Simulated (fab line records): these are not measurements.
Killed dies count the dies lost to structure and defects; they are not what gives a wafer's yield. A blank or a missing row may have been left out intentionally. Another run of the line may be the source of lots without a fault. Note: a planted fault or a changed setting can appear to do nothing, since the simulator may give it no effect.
Matching of chambers -- flow gf180mcu -- 3 sister chambers for GF_SAB_CVD_00 on pecvd-01
The step deposits SiO2 from TEOS, target thk 50 nm, time 4.9302 s. 6 wafers are shown with their chamber, then 8 later ones without.

## WAFERS, EACH WITH ITS CHAMBER
wafer,chamber,heater power outer w (W),heater power w (W)
L314.1,1,364,644
L314.4,0,355,540
L315.3,2,254,584
L315.4,2,259,598
L315.5,0,397,572
L316.2,1,411,689

## WAFERS WITH NO CHAMBER GIVEN
wafer,heater power outer w (W),heater power w (W)
L316.3,309,667
L316.5,417,713
L324.3,352,717
L324.4,445,757
L324.6,393,576
L327.2,360,551
L327.5,366,572
L327.6,378,647

## WHICH CHAMBER EACH ONE RAN IN
wafer,from the rows above,in truth
L316.3,can't be placed: 1 or 2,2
L316.5,1,1
L324.3,1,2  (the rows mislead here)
L324.4,1,1
L324.6,0,0
L327.2,0,0
L327.5,0,0
L327.6,1,1
Correctly placed: 6 of 8. These rows do not allow placing 1 (true chamber among the candidates in 1). Number placed wrongly: 1.
How it was worked out, from the rows above alone: a wafer's distance from a chamber is the root of the sum, over the readings, of the square of ((its reading less the chamber's mean) divided by the reading's scatter). If the next closest chamber is less than 2 further off than the closest, the wafer can't be placed; otherwise it belongs to the closest. Each chamber's mean is taken over the wafers shown for it. How the scatter is found: for the shown wafers, subtract from each reading the mean of its chamber, square and add these, divide the total by (wafers less chambers), then take the root.
